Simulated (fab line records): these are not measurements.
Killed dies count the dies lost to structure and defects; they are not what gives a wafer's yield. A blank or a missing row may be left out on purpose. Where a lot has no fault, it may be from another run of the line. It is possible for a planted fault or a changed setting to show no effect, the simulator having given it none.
Comparing a struck lot with a sound one -- flow sky130 -- 32 out of 708 route steps
Sound: these wafers, L547.1, L547.5, L547.6. The struck wafers were L561.2, L561.3, L561.5. The cause is given at the end.
Order at every step that has rows: each side's tool, ch and its chambers, its first start. Under that, the readings that differ: sound wafers -- struck wafers -- difference of the means -- sigmas: that difference in standard deviations of wafers without a fault.
alike: words and numbers the same on both sides, and readings whose means are apart by under 2 such deviations; not compared: readings that were withheld, readings missing a value for some wafer, numbers with overlapping values and no deviation given by the record, and bounds like >300 which may hide the same value.
Wherever a step has rows on one side only, a row that says differs or no value, or a row with sigmas, the two part there. When numbers do not overlap yet have no deviation, they are printed without sigmas and do not part them. A reading that every wafer of one side lacks parts them only if that side has two wafers or more.

SKY_FIELD_ISO_BOW_MEAS_00:
  struck on film metro-02, day 4 18:01; sound on film metro-01, day 1 20:00
  alike: INCOMING_BOW
SKY_FIELD_ISO_OXIDATION_01: stabilise 600 s, purge 300 s, target thk 12 nm.
  sound on furnace-01 ch 0, day 1 22:13; struck on furnace-02 ch 0, day 4 18:31
reading,sound,struck,difference,sigmas
spike tc bottom C (C),915 912 912,925 922 924,+11,+2
spike tc upper C (C),901.0 900.4 901.2,897.6 898.6 897.9,-2.8,-2
  alike: tube_center_temp_C_max, zone power bottom pct
SKY_FIELD_ISO_THK_MEAS_02:
  struck on film metro-02, day 4 20:02; sound on film metro-01, day 1 23:44
  alike: FIELD_ISO_OXIDATION_00_THK
then, 1 step without rows for these wafers: SKY_FIELD_ISO_CVD_03 (deposits Si3N4 from DCS/NH3, target thk 165 nm, time 2830 s).
SKY_FIELD_ISO_THK_MEAS_04:
  struck on film metro-01, day 4 21:53; sound on film metro-02, day 2 01:35
  alike: FIELD_ISO_CVD_03_THK
then, 8 steps without rows for these wafers: SKY_FIELD_ISO_DEHYDRATE_05 (time 60 s); SKY_FIELD_ISO_HMDS_06 (prime time 60 s); SKY_FIELD_ISO_COAT_07 (resist thk 60 nm); SKY_FIELD_ISO_COAT_08 (resist thk 450 nm); SKY_FIELD_ISO_SOFTBAKE_09 (time 90 s); SKY_FIELD_ISO_EXPOSE_10 (exposes mask FOM, target cd 150 nm); SKY_FIELD_ISO_PEB_11; SKY_FIELD_ISO_DEVELOP_12 (develop time 60 s).
SKY_FIELD_ISO_CD_MEAS_13 targets a cd of 150 nm.
  struck on cd sem-02, day 5 15:20; sound on cd sem-01, day 2 16:16
  alike: cd nm
SKY_FIELD_ISO_ETCH_14: etches BARC in N2/H2, stops on SiO2, time 45.9 s, target depth 60 nm.
  sound on rie diel-02 ch 0,1,2, day 2 16:23; struck on rie diel-01 ch 0,2, day 5 15:26
  alike: drypump motor current A, oes product au, throttle valve pct
  not compared: rf hours counter h
SKY_FIELD_ISO_ETCH_15: etches the open film in CHF3/O2, stops on Si, target depth 180 nm, time 72 s.
  sound on rie diel-02 ch 0,1,2, day 2 16:25; struck on rie diel-01 ch 0,2, day 5 15:29
  alike: O2_flow_sccm, drypump motor current A, oes product au, throttle valve pct
  not compared: rf hours counter h
SKY_FIELD_ISO_STRIP_16: strips in O2/N2.
  sound on plasma asher-03 ch 0,1, day 2 16:29; struck on plasma asher-04 ch 1, day 5 15:32
  alike: drypump motor current A, oes product au, strip time to endpoint s
  not compared: rf hours counter h
SKY_FIELD_ISO_ETCH_17: etches Si in HBr/Cl2/O2, target depth 342 nm, time 97.7 s.
  sound on rie si-02 ch 0,1,3, day 2 16:35; struck on rie si-02 ch 0,3, day 5 15:38
  alike: O2_flow_sccm, drypump motor current A, oes product au, throttle valve pct
  not compared: rf hours counter h
then, 5 steps without rows for these wafers: SKY_FIELD_ISO_WET_ETCH_18 (etches Si3N4 in H3PO4, target depth 25 nm, time 286 s); SKY_FIELD_ISO_CLEAN_19 (cleans in SC1/SC2, time 150 s); SKY_FIELD_ISO_CLEAN_20 (cleans in dHF, time 20 s); SKY_FIELD_ISO_WET_ETCH_21 (etches SiO2 in dHF, target depth 20 nm, time 400 s); SKY_FIELD_ISO_OXIDATION_22 (stabilise 600 s, purge 300 s, target thk 10 nm).
SKY_FIELD_ISO_THK_MEAS_23:
  struck on film metro-01, day 5 18:44; sound on film metro-04, day 2 19:48
  alike: FIELD_ISO_OXIDATION_01_THK
then, 1 step without rows for these wafers: SKY_FIELD_ISO_CVD_24 (deposits SiO2, target thk 595 nm, time 99.2 s).
SKY_FIELD_ISO_THK_MEAS_25:
  struck on film metro-02, day 5 18:52; sound on film metro-02, day 2 19:56
  alike: FIELD_ISO_CVD_24_THK
then, 1 step without rows for these wafers: SKY_FIELD_ISO_ANNEAL_26 (time 1800 s).
SKY_FIELD_ISO_CMP_27: polishes, stops on Si3N4, t overpolish 16 s, target thk 457.8 nm.
  sound on cmp-02 ch 0,2,3, day 2 21:39; struck on cmp-01 ch 1,2,3, day 5 20:25
  alike: motor current A, overpolish run s, time to endpoint s
then, 3 steps without rows for these wafers: SKY_FIELD_ISO_WET_ETCH_28 (etches SiO2 in dHF, target depth 23.7 nm, time 47 s); SKY_FIELD_ISO_WET_ETCH_29 (etches Si3N4 in H3PO4, target depth 160 nm, time 1825 s); SKY_FIELD_ISO_WET_ETCH_30 (etches SiO2 in dHF, target depth 25 nm, time 50 s).
-- a jump in the record: the struck wafers' starts before and after are 44 days apart (it breaks off in module FIELD_ISO and resumes in module PAD_OPEN, where the first step shown is number 708 of the route) --
SKY_PAD_OPEN_PROBE_99:
  rows exist in the record for the struck wafers here (prober-01, day 49 19:35), but not for the sound ones

== WHERE THEY PART ==
First at SKY_FIELD_ISO_OXIDATION_01; last, within this record, at SKY_PAD_OPEN_PROBE_99.

WHY: what the simulator had put in
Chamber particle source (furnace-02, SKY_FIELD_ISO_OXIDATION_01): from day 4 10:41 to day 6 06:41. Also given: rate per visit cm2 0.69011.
